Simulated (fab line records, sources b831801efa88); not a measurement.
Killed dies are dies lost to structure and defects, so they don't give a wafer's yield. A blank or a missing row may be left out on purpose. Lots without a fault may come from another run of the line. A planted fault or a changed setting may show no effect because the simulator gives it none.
A struck lot beside a sound one | flow sky130 | 16 steps out of a route of 708
Sound: wafers L196.1, L196.4, L196.5. Struck: wafers L199.1, L199.3. (L199.6 of the same lot was not struck and is left out.) The cause comes at the end.
At each step with rows: each side's tool, then ch and its chambers, then its first start. Under that, the readings that differ: sound wafers | struck wafers | difference of the means | sigmas: that difference in standard deviations of wafers without a fault.
alike: readings whose means differ by less than 2 such deviations, and words and numbers that are the same on both sides. not compared: withheld readings, readings that some wafer has no value for, bounds like >300 that may hide the same value, and numbers for which the record gives no deviation and whose values overlap.
The two part at a step that has a row with sigmas, a row that says differs or no value, or rows on one side only. Numbers that don't overlap but have no deviation are shown without sigmas and don't part them. A reading that every wafer of one side lacks parts them only if that side has two wafers or more.

first, 2 steps without rows for these wafers: SKY_CONTACT_PEB_12; SKY_CONTACT_DEVELOP_13 (develop time 57.99 s).
SKY_CONTACT_CD_MEAS_14: target cd 170 nm.
  sound on cd_sem-02, day 32 01:43; struck on cd_sem-01, day 32 23:49
  alike: cd_nm
SKY_CONTACT_OVL_MEAS_15:
  sound on overlay-02, day 32 01:50; struck on overlay-01, day 32 23:56
  alike: CONTACT_OVL
SKY_CONTACT_ETCH_16: etches BARC in N2/H2, stops on SiO2, time 45.9 s, target depth 60 nm.
  sound on rie_diel-04 ch 0,3, day 32 01:52; struck on rie_diel-04 ch 2,3, day 32 23:58
  alike: drypump_motor_current_A, oes_product_au, throttle_valve_pct
  not compared: rf_hours_counter_h
SKY_CONTACT_ETCH_17: etches SiO2 in C4F8/O2/Ar, stops on Si3N4, target depth 340 nm.
  sound on rie_diel-04 ch 0,3, day 32 01:55; struck on rie_diel-04 ch 2,3, day 33 00:01
  alike: oes_product_au
SKY_CONTACT_ETCH_18: etches Si3N4 in CHF3/O2, stops on TiN, time 39 s, target depth 75 nm.
  sound on rie_diel-04 ch 0,3; struck on rie_diel-04 ch 2,3
  alike: drypump_motor_current_A, oes_product_au, throttle_valve_pct
  not compared: rf_hours_counter_h
SKY_CONTACT_STRIP_19: strips in O2/N2.
  sound on plasma_asher-01 ch 0,1, day 32 02:00; struck on plasma_asher-01 ch 0, day 33 00:06
  alike: drypump_motor_current_A, oes_product_au, strip_time_to_endpoint_s
  not compared: rf_hours_counter_h
then, 3 steps without rows for these wafers: SKY_CONTACT_STRIP_20 (strips in post etch residue remover, time 1200 s); SKY_CONTACT_CLEAN_21 (cleans in IPA, time 180 s); SKY_CONTACT_CLEAN_22 (cleans in O3/DIW).
SKY_CONTACT_SPUTTER_23: material TiN, target thk 20 nm, time 80 s.
  sound on pvd_sputter-02, day 32 02:37; struck on pvd_sputter-02, day 33 00:41
  alike: throttle_valve_pct
SKY_CONTACT_CVD_24: deposits W, target thk 340 nm, time 102.12 s.
  sound on cvd_w-01 ch 0,1, day 32 02:41; struck on cvd_w-01 ch 1, day 33 00:45
  reading                               | sound             | struck      | difference | sigmas
  chamber_pressure_Torr (Torr)          | 39.95 40.04 40.03 | 42.62 42.74 | +2.67      | +31
  model.W_of_CONTACT_CVD_24.thk_nm (nm) | 337.1 342.1 333.6 | 352.3 353.6 | +15.4      |
  alike: heater_power_outer_w, heater_power_w
SKY_CONTACT_RS_MEAS_25: measures by four-point-probe.
  sound on film_metro-03, day 32 02:47; struck on film_metro-02, day 33 01:09
  reading               | sound             | struck      | difference | sigmas
  CONTACT_W_RS (ohm/sq) | 0.341 0.335 0.344 | 0.325 0.325 | -0.015     | -4
  not compared: hold
SKY_CONTACT_THK_MEAS_26: measures by xrf.
  sound on film_metro-03, day 32 02:55; struck on film_metro-02, day 33 03:43
  reading            | sound       | struck  | difference | sigmas
  CONTACT_W_THK (nm) | 346 353 343 | 364 366 | +18        | +4
  not compared: hold
SKY_PAD_OPEN_PROBE_99:
  the record has rows for the sound wafers here (prober-01, day 46 03:47) and none for the struck ones

WHERE THEY PART
First at SKY_CONTACT_CVD_24; last, within this record, at SKY_PAD_OPEN_PROBE_99.

WHY: what the simulator had put in
Process parameter drift: cvd_w-01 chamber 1, from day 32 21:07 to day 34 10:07, at SKY_CONTACT_CVD_24. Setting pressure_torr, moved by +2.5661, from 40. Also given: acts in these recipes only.
